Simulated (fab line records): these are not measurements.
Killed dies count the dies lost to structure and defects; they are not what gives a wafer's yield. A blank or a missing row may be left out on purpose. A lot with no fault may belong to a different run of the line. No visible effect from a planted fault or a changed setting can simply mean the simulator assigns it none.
Matching of chambers ; flow sky130 ; SKY_SONOS_ONO_ETCH_15 on rie diel-02: 4 sister chambers
The step etches the open film in CHF3/O2, target depth 19.52 nm, time 7.8 s. 8 wafers are shown with their chamber, then 7 later ones without.

## WAFERS WITH THEIR CHAMBER
wafer;chamber;oes product au (a.u.);throttle valve pct (%)
L086.3;1;0.979;8.830
L087.2;0;0.985;8.822
L087.5;2;1.020;8.847
L089.1;1;0.982;8.825
L089.2;0;0.991;8.825
L089.3;3;1.015;8.823
L089.4;2;1.036;8.842
L089.5;3;1.011;8.824

## WAFERS WHOSE CHAMBER IS MISSING
wafer;oes product au (a.u.);throttle valve pct (%)
L089.6;1.034;8.829
L092.1;1.001;8.809
L092.3;1.016;8.828
L092.6;0.994;8.826
L094.3;0.974;8.816
L094.4;1.023;8.832
L094.6;0.984;8.811

## THE CHAMBER EACH PASSED THROUGH
wafer;from the rows above;in truth
L089.6;can't be placed: 3 or 2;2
L092.1;can't be placed: 3 or 0 or 1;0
L092.3;3;3
L092.6;can't be placed: 0 or 1 or 3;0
L094.3;can't be placed: 0 or 1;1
L094.4;can't be placed: 3 or 2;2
L094.6;can't be placed: 0 or 1 or 3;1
Placed correctly: 1 of 7. Can't be placed from these rows: 6 (the true chamber is among the candidates in 6). Number placed wrongly: 0.
How it was worked out, from the rows above alone: a wafer's distance from a chamber is the root of the sum, over the readings, of the square of ((its reading less the chamber's mean) divided by the reading's scatter). If the next closest chamber is less than 2 further off than the closest, the wafer can't be placed; otherwise it belongs to the closest. The mean given for a chamber averages the wafers shown for that chamber. How the scatter is found: for the shown wafers, subtract from each reading the mean of its chamber, square and add these, divide the total by (wafers less chambers), then take the root.
